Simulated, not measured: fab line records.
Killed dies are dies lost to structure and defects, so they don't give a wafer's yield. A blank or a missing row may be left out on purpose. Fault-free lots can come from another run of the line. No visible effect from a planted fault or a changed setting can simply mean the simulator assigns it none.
A struck lot beside a sound one | flow gf180mcu | 17 steps out of a route of 602
Sound: wafers L778.2, L778.3, L778.6. Struck: wafers L779.1, L779.6 (left out: L779.4, a lot-mate that was not struck); the cause follows at the end.
Order at every step that has rows: each side's tool, ch and its chambers, its first start. Under that, the readings that differ: sound wafers | struck wafers | difference of the means | sigmas: that difference in standard deviations of wafers without a fault.
alike: a reading whose means differ by less than 2 such deviations, as well as words and numbers matching on both sides. not compared: withheld readings; readings where some wafer has no value; bounds like >300 that might hide an equal value; numbers whose values overlap and for which the record gives no deviation.
A row with sigmas, a row that says differs or no value, or rows on one side alone: a step with any of these is where the two part. When numbers do not overlap yet have no deviation, they are printed without sigmas and do not part them. A reading that every wafer of one side lacks parts them only if that side has two wafers or more.

GF_SAB_STRIP_13: strips in O2/N2.
  sound on plasma-asher-01 ch 0, day 19 18:47; struck on plasma-asher-02 ch 0,1, day 20 13:26
  reading                     | sound       | struck  | difference | sigmas
  drypump-motor-current-A (A) | 6.6 6.6 6.6 | 5.9 5.1 | -1.1       | -2
  alike: heater-power-w, o2-flow-sccm, oes-product-au, strip-time-to-endpoint-s
  not compared: rf-hours-counter-h
then, 2 steps without rows for these wafers: GF_SALICIDE_CLEAN_00 (cleans in SC1/SC2, time 150 s); GF_SALICIDE_WET_ETCH_01 (etches SiO2 in dHF, target depth 5 nm, time 100 s).
GF_SALICIDE_SPUTTER_02: material Co, target thk 10 nm, time 20 s.
  struck on pvd-sputter-02, day 20 13:38; sound on pvd-sputter-02, day 19 18:58
  alike: throttle-valve-pct
GF_SALICIDE_SPUTTER_03: material TiN, target thk 20 nm, time 16.7 s.
  struck on pvd-sputter-02, day 20 13:39; sound on pvd-sputter-02, day 19 19:00
  alike: throttle-valve-pct
GF_SALICIDE_RS_MEAS_04: measures by four-point-probe.
  struck on film-metro-02, day 20 13:41; sound on film-metro-01, day 19 19:03
  alike: SALICIDE_TIN_RS
GF_SALICIDE_THK_MEAS_05: measures by xrf.
  struck on film-metro-02, day 20 13:48; sound on film-metro-01, day 19 19:10
  alike: SALICIDE_TIN_THK
GF_SALICIDE_RTA_06: time 30 s.
  sound on rtp-anneal-01 ch 0, day 19 19:14; struck on rtp-anneal-01 ch 0, day 20 13:52
  alike: lamp-power-pct, wafer_temp_C_max
then, 1 step without rows for these wafers: GF_SALICIDE_WET_ETCH_07 (etches the open film in SPM, target depth 120 nm).
GF_SALICIDE_RTA_08: time 30 s.
  sound on rtp-anneal-01 ch 0, day 19 19:25; struck on rtp-anneal-02 ch 0, day 20 14:04
  reading          | sound             | struck      | difference | sigmas
  wafer_temp_C_max | 802.4 802.7 801.7 | 803.3 804.0 | +1.4       | +2
  alike: lamp-power-pct
then, 1 step without rows for these wafers: GF_CONTACT_CVD_00 (deposits SiO2, target thk 300 nm, time 50 s).
GF_CONTACT_THK_MEAS_01:
  struck on film-metro-01, day 20 14:12; sound on film-metro-04, day 19 19:33
  alike: CONTACT_CVD_00_THK
GF_CONTACT_CVD_02: deposits SiO2 from TEOS, target thk 860 nm, time 95.992 s.
  sound on pecvd-04 ch 1,2, day 19 19:36; struck on pecvd-02 ch 0, day 20 14:16
  reading                                  | sound           | struck    | difference | sigmas
  model.SiO2_of_CONTACT_CVD_02.thk-nm (nm) | 857.2 854 876.7 | 1334 1364 | +486       |
  alike: heater-power-w
GF_CONTACT_THK_MEAS_03:
  struck on film-metro-04, day 20 14:20; sound on film-metro-01, day 19 19:41
  reading                 | sound       | struck    | difference | sigmas
  CONTACT_CVD_02_THK (nm) | 857 853 876 | 1334 1364 | +487       | +41
GF_CONTACT_CMP_04: polishes SiO2.
  sound on cmp-01 ch 2,3, day 19 19:44; struck on cmp-02 ch 1,2, day 20 14:26
  reading                | sound       | struck  | difference | sigmas
  time-to-endpoint-s (s) | 104 106 115 | 259 282 | +162       | +28
  alike: edge-zone-pressure-frac, motor-current-A, platen-rpm
GF_CONTACT_BOW_MEAS_05:
  struck on film-metro-01, day 20 14:41; sound on film-metro-04, day 19 20:04
  alike: CONTACT_BOW
-- the record jumps here: 13 days lie between the struck wafers' starts before and after (it left off in module CONTACT and takes up again in module PASSIVATION, whose first step shown is number 602 of the route) --
GF_PASSIVATION_PROBE_99:
  record: rows for the struck wafers here (prober-01, day 33 05:43), none for the sound ones

## WHERE THEY PART
First at GF_SAB_STRIP_13; last, within this record, at GF_PASSIVATION_PROBE_99.

WHY: what the simulator had put in
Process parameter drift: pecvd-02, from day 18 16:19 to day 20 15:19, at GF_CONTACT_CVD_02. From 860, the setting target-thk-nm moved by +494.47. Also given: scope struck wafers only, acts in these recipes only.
